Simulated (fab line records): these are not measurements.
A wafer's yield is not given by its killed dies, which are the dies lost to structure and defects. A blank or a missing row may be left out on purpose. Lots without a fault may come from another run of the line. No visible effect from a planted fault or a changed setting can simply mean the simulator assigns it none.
Comparing a struck lot with a sound one	flow sky130	16 out of 708 route steps
Sound: the wafers L104.1, L104.3, L104.6. Struck: wafers L113.1, L113.2, L113.4. At the end, the cause is stated.
At each step with rows: each side's tool, then ch and its chambers, then its first start. Under that, the readings that differ: sound wafers	struck wafers	difference of the means	sigmas: that difference in standard deviations of wafers without a fault.
alike: a reading whose means differ by less than 2 such deviations, as well as words and numbers matching on both sides. not compared: withheld readings; readings where some wafer has no value; bounds like >300 that might hide an equal value; numbers whose values overlap and for which the record gives no deviation.
Wherever a step has rows on one side only, a row that says differs or no value, or a row with sigmas, the two part there. Numbers that have no deviation but don't overlap get no sigmas and don't part them. Lack of a reading on every wafer of one side parts them only where that side has two or more wafers.

first, 3 steps without rows for these wafers: SKY_METAL2_EXPOSE_12 (exposes mask MM2, target cd 140 nm); SKY_METAL2_PEB_13; SKY_METAL2_DEVELOP_14 (develop time 60 s).
SKY_METAL2_CD_MEAS_15 targets a cd of 140 nm.
  sound on cd-sem-01 at day 36 04:35; struck on cd-sem-02 at day 39 07:10
  alike: cd-nm
SKY_METAL2_OVL_MEAS_16:
  sound on overlay-01 at day 36 04:43; struck on overlay-02 at day 39 07:17
  alike: METAL2_OVL
SKY_METAL2_DESCUM_17: chemistry O2, time 8 s.
  sound on rie-metal-02 ch 0,1, day 36 04:45; struck on rie-metal-01 ch 0,1, day 39 07:20
  alike: drypump-motor-current-A, oes-product-au
  not compared: rf-hours-counter-h
SKY_METAL2_ETCH_18: etches BARC in N2/H2, stops on SiO2, time 45.9 s, target depth 60 nm.
  sound on rie-metal-02 ch 0,1, day 36 04:47; struck on rie-metal-01 ch 0,1, day 39 07:22
  alike: drypump-motor-current-A, n2-flow-sccm, oes-product-au, throttle-valve-pct
  not compared: rf-hours-counter-h
SKY_METAL2_METAL_ETCH_19: etches the open film in Cl2/BCl3, stops on SiO2, target depth 360 nm, time 78 s.
  sound on rie-metal-02 ch 0,1, day 36 04:50; struck on rie-metal-01 ch 0,1, day 39 07:25
  alike: drypump-motor-current-A, oes-product-au, throttle-valve-pct
  not compared: rf-hours-counter-h
SKY_METAL2_STRIP_20: strips in O2/N2.
  sound on plasma-asher-03 ch 0, day 36 04:56; struck on plasma-asher-01 ch 0,1, day 39 07:31
  alike: drypump-motor-current-A, n2-flow-sccm, o2-flow-sccm, oes-product-au, strip-time-to-endpoint-s
  not compared: rf-hours-counter-h
then, 3 steps without rows for these wafers: SKY_METAL2_STRIP_21 (strips in post etch residue remover, time 1200 s); SKY_METAL2_CLEAN_22 (cleans in IPA, time 180 s); SKY_METAL2_CLEAN_23 (cleans in O3/DIW).
SKY_VIA2_HDPCVD_00: deposits SiO2, target thk 1180 nm, time 196.7 s.
  sound on hdpcvd-01 ch 0,2, day 36 05:31; struck on hdpcvd-01 ch 0,1,2, day 39 08:06
reading	sound	struck	difference	sigmas
sih4-flow-sccm (sccm)	59.68 60.32 60.16	90.04 90.12 89.98	+29.99	+99 or more
model.SiO2_of_VIA2_HDPCVD_00.thk-nm (nm)	1160 1181 1185	1752 1781 1759	+589	
SKY_VIA2_THK_MEAS_01:
  sound on film-metro-01 at day 36 05:39; struck on film-metro-03 at day 39 08:28
reading	sound	struck	difference	sigmas
VIA2_HDPCVD_THK (nm)	1161 1181 1186	1753 1782 1761	+589	+42
  not compared: hold
SKY_VIA2_CMP_02: polishes SiO2.
  sound on cmp-02 ch 0,2, day 36 05:46; struck on cmp-01 ch 0,2,3, day 39 18:30
reading	sound	struck	difference	sigmas
hold	- - -	await-dispo/6.8h/release await-dispo/6.8h/release await-dispo/6.8h/release	no value on the sound wafers	
  alike: motor-current-A, slurry-flow-ml-min
-- the record jumps here: 9 days lie between the struck wafers' starts before and after (it left off in module VIA2 and takes up again in module PAD_OPEN, whose first step shown is number 708 of the route) --
SKY_PAD_OPEN_PROBE_99:
  sound on prober-02 at day 46 14:19; struck on prober-01 at day 48 22:44
  alike: defect-limited-yield, killed_at_M0_to_M3, killed_at_M4_up, killed-at-contacts, killed-at-front-end, killed-at-other, killed-dies, killed-on-rim, killed-open, killed-short, sort_bin_3_pad_short, sort_bin_5_function, sort_bin_6_memory, sort-n-pass, sort-yield-pct

WHERE THEY PART
First at SKY_VIA2_HDPCVD_00; last, within this record, at SKY_VIA2_CMP_02. Later steps at which nothing parts them and some readings are alike: SKY_PAD_OPEN_PROBE_99.

WHY: whatever the simulator had introduced
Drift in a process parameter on hdpcvd-01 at SKY_VIA2_HDPCVD_00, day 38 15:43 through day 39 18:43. A move of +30 in setting sih4-flow-sccm, from 60. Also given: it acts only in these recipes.
